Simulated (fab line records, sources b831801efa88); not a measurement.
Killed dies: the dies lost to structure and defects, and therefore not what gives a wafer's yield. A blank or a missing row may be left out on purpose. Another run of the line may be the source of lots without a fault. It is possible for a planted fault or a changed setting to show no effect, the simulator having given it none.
Which tool was responsible?	flow sky130	36 wafers from 12 lots sampled at 5 of the route's 708 steps

WHAT THE GAUGES SHOWED, per wafer
SKY_PWDE_TW_MEAS_10.
lot	measured	on	PWDE_TW
L709	day 4 04:18	film_metro-02	374 372 373
L711	day 4 08:19	film_metro-01	382 382 382
L712	day 4 14:09	film_metro-01	381 380 382
L714	day 5 05:13	film_metro-01	383 380 379
L716	day 5 14:13	film_metro-03	373 373 373
L715	day 5 14:07	film_metro-02	375 374 375
L720	day 6 12:11	film_metro-01	384 385 382
L722	day 7 04:27	film_metro-02	411 412 411
L724	day 7 11:57	film_metro-03	410 405 408
L725	day 7 14:25	film_metro-01	384 387 382
L726	day 7 18:35	film_metro-01	384 385 383
L727	day 8 00:46	film_metro-01	383 383 381

SKY_NWELL_RS_MEAS_31: the measuring method here is four-point-probe.
lot	measured	on	PWDE_RS (ohm/sq)
L709	day 5 16:12	film_metro-01	5298 5315 5302
L711	day 5 21:10	film_metro-03	5251 5245 5250
L712	day 6 02:19	film_metro-03	5283 5280 5281
L714	day 6 17:49	film_metro-03	5263 5263 5283
L716	day 7 04:19	film_metro-01	5262 5245 5247
L715	day 7 03:59	film_metro-02	5259 5244 5263
L720	day 8 04:44	film_metro-03	5266 5275 5256
L722	day 8 21:21	film_metro-02	4200 4217 4217
L724	day 9 05:43	film_metro-01	4194 4208 4215
L725	day 9 11:08	film_metro-02	5265 5255 5248
L726	day 9 13:08	film_metro-02	5258 5243 5248
L727	day 9 20:59	film_metro-02	5282 5274 5270

SKY_SONOS_ONO_THK_MEAS_01.
lot	measured	on	SONOS_ONO_OXIDATION_THK (nm)
L709	day 11 21:44	film_metro-04	2.44 2.48 2.53
L711	day 12 05:04	film_metro-02	2.67 2.60 2.64
L712	day 12 09:26	film_metro-02	2.55 2.59 2.59
L714	day 13 13:41	film_metro-04	2.51 2.58 2.61
L716	day 13 21:52	film_metro-03	2.55 2.58 2.58
L715	day 13 21:53	film_metro-04	2.65 2.58 2.71
L720	day 15 02:13	film_metro-03	2.63 2.59 2.62
L722	day 15 22:34	film_metro-04	2.68 2.63 2.58
L724	day 16 11:14	film_metro-03	2.58 2.57 2.62
L725	day 16 16:14	film_metro-03	2.55 2.60 2.63
L726	day 16 19:17	film_metro-03	2.62 2.61 2.64
L727	day 17 04:00	film_metro-04	2.69 2.74 2.69

SKY_SD_P_OVL_MEAS_08.
lot	measured	on	SD_P_OVL (nm)
L709	day 25 23:44	overlay-01	0.5 1.1 1.4
L711	day 26 16:41	overlay-02	0.7 1.8 2.3
L712	day 26 13:17	overlay-01	0.4 1.5 1.6
L714	day 27 16:56	overlay-01	1.8 2.8 1.5
L716	day 27 23:55	overlay-02	0.3 -1.3 -0.9
L715	day 28 02:12	overlay-02	1.8 -0.5 1.3
L720	day 29 08:01	overlay-02	0.0 1.4 1.5
L722	day 30 03:29	overlay-02	1.0 0.6 2.9
L724	day 30 20:20	overlay-02	-0.4 -0.9 -1.6
L725	day 31 02:25	overlay-02	0.3 -0.4 0.0
L726	day 31 05:39	overlay-01	1.0 -0.6 0.1
L727	day 31 09:27	overlay-01	-0.4 -0.8 0.6

WHAT TOOL EACH LOT RAN ON (gives the tool, then ch and the chambers of the sampled wafers, and finally the start)
lot	SKY_PWDE_IMPLANT_08
L709	implanter-01 ch 0, day 4 04:03
L711	implanter-03 ch 0, day 4 08:04
L712	implanter-01 ch 0, day 4 13:54
L714	implanter-03 ch 0, day 5 04:58
L716	implanter-03 ch 0, day 5 13:53
L715	implanter-01 ch 0, day 5 13:54
L720	implanter-01 ch 0, day 6 11:59
L722	implanter-03 ch 0, day 7 04:12
L724	implanter-03 ch 0, day 7 11:42
L725	implanter-01 ch 0, day 7 14:12
L726	implanter-01 ch 0, day 7 18:23
L727	implanter-01 ch 0, day 8 00:33
- SKY_PWDE_IMPLANT_08

WHAT THE TOOLS THEMSELVES READ (means of the sampled wafers that have a number; where no wafer has one, the mark that the record gives instead)
SKY_PWDE_IMPLANT_08.
lot	tool	beam_on_s (s)	end_station_pressure_torr (Torr)	faraday_current_uA
L709	implanter-01	9.97	4.99e-06	20.3
L711	implanter-03	10.16	4.87e-06	20.0
L712	implanter-01	9.75	4.96e-06	20.8
L714	implanter-03	10.16	4.81e-06	20.0
L716	implanter-03	9.97	5.06e-06	20.4
L715	implanter-01	10.17	4.89e-06	20.0
L720	implanter-01	9.81	4.91e-06	20.7
L722	implanter-03	13.52	5.24e-06	15.0
L724	implanter-03	13.23	5.24e-06	15.3
L725	implanter-01	9.96	5.01e-06	20.4
L726	implanter-01	10.05	5.18e-06	20.2
L727	implanter-01	10.02	5.01e-06	20.3

THE ANSWER, worked out from the rows above alone
Rule: the lots themselves supply what counts as usual. Put in order of their means at a reading, lots are off if they are a third of the lots or fewer, leave a main group of 4 or more, and stand apart from it by a gap of 3 or more times the standard deviation of the main group's means; of several such gaps the widest counts. A main group whose means are all the same, to the digits that the tables above print for the reading, isn't used. Also off: a lot with no number at a reading for which 4 or more lots have one. Any other lot the step has rows for is counted as sound. The gauges are gone through in route order, then the tools' own readings, and for those a lot's mean is taken as printed above. At the first step where some lot is off, the reading lying furthest off is the one used; lots without a number count as furthest.
Off: at SKY_PWDE_TW_MEAS_10 (PWDE_TW), L722, L724. Mean 380 and standard deviation 4.3 in the main group.
A tool fits if, at a process step before that reading, it ran every lot that is off, and no sound lot after the first of them. Not tried: the gauges at SKY_PWDE_TW_MEAS_10; whatever is off there is also off at SKY_PWDE_IMPLANT_08, on other tools, and gauge error can't account for it. One fits: implanter-03 at SKY_PWDE_IMPLANT_08. A fault onset in the window from L716 (day 5 13:53, its last sound lot) to L722 (day 7 04:12, its first lot off) fits.
The tool's own readings at SKY_PWDE_IMPLANT_08 bear it out: on the lots that are off they differ by more than 5 times the standard deviation of the sound lots' means. beam_on_s reads 13.38 s there against 10.00 s on the sound lots; faraday_current_uA reads 15.2 there against 20.3 on the sound lots.

WHAT HAD BEEN PUT IN BY THE SIMULATOR
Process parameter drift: implanter-03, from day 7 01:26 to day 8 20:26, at SKY_PWDE_IMPLANT_08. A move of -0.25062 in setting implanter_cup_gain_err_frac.
Struck lots among those shown: L722, L724. This agrees with what the rule above found.
